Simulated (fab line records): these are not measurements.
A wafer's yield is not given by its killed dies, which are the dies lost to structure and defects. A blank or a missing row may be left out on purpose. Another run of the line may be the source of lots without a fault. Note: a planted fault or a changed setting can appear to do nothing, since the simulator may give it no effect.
What tool caused it? + flow sfqLine + at 1 step of a route of 325, 14 lots with 42 wafers sampled

== WHAT EACH GAUGE READ, for each wafer ==
The record holds no reading of a measuring or inspecting step that can be judged against a usual standard deviation.

== WHAT TOOL EACH LOT RAN ON (gives the tool, then ch and the chambers of the sampled wafers, and finally the start) ==
| lot  | SFQ_TRILAYER_R5_DEP_SPUTTER_133 |
|------|---------------------------------|
| L385 | pvdSputter-03, day 58 20:17     |
| L386 | pvdSputter-05, day 58 23:17     |
| L387 | pvdSputter-03, day 59 00:19     |
| L388 | pvdSputter-03, day 59 11:22     |
| L389 | pvdSputter-05, day 59 15:19     |
| L394 | pvdSputter-05, day 60 05:22     |
| L395 | pvdSputter-03, day 60 08:22     |
| L396 | pvdSputter-05, day 60 11:22     |
| L402 | pvdSputter-03, day 64 10:55     |
| L403 | pvdSputter-05, day 64 16:55     |
| L404 | pvdSputter-04, day 65 11:26     |
| L405 | pvdSputter-05, day 69 02:58     |
| L406 | pvdSputter-05, day 69 10:51     |
| L408 | pvdSputter-03, day 69 19:51     |
- SFQ_TRILAYER_R5_DEP_SPUTTER_133: material MoNx, target thk 40 nm, time 66.7 s.

== WHAT THE TOOLS THEMSELVES READ (means of the sampled wafers that have a number; where no wafer has one, the mark that the record gives instead) ==
SFQ_TRILAYER_R5_DEP_SPUTTER_133. Usual: chamberPressurePa 0.4000 Pa, standard deviation 0.00084; throttleValvePct 30.4 %, standard deviation 1.
| lot  | tool          | chamberPressurePa (Pa) | throttleValvePct (%) | flag |
|------|---------------|------------------------|----------------------|------|
| L385 | pvdSputter-03 | 0.3997                 | 30.8                 |      |
| L386 | pvdSputter-05 | 0.3992                 | 30.5                 |      |
| L387 | pvdSputter-03 | 0.3993                 | 31.7                 |      |
| L388 | pvdSputter-03 | 0.3999                 | 30.9                 |      |
| L389 | pvdSputter-05 | 0.4002                 | 30.3                 |      |
| L394 | pvdSputter-05 | 0.3456                 | 32.7                 | OFF  |
| L395 | pvdSputter-03 | 0.4009                 | 30.6                 |      |
| L396 | pvdSputter-05 | 0.3447                 | 32.1                 | OFF  |
| L402 | pvdSputter-03 | 0.3998                 | 31.5                 |      |
| L403 | pvdSputter-05 | 0.3990                 | 30.3                 |      |
| L404 | pvdSputter-04 | 0.3995                 | 30.4                 |      |
| L405 | pvdSputter-05 | 0.3996                 | 30.4                 |      |
| L406 | pvdSputter-05 | 0.4001                 | 30.1                 |      |
| L408 | pvdSputter-03 | 0.3997                 | 30.7                 |      |

== THE ANSWER, worked out from the rows above alone ==
Rule: a lot is off if the mean of its wafers that have a number lies more than 3 standard deviations from the usual mean. Also off: a lot with no number at a reading for which 4 or more lots have one. All remaining lots with rows at the step are treated as sound. Order of review: gauges by route order, followed by the tools' own readings, for which a lot's mean as printed above is used. The first step at which some lot is off is used, and at that step the reading that is off furthest; a lot without a number counts as furthest.
Off at SFQ_TRILAYER_R5_DEP_SPUTTER_133 (chamberPressurePa): L394, L396.
If a tool, at that step or one of the process steps before it, ran each lot that is off and ran no sound lot following the first of them, it fits. None of those tried fits.

== WHAT THE SIMULATOR HAD INSERTED ==
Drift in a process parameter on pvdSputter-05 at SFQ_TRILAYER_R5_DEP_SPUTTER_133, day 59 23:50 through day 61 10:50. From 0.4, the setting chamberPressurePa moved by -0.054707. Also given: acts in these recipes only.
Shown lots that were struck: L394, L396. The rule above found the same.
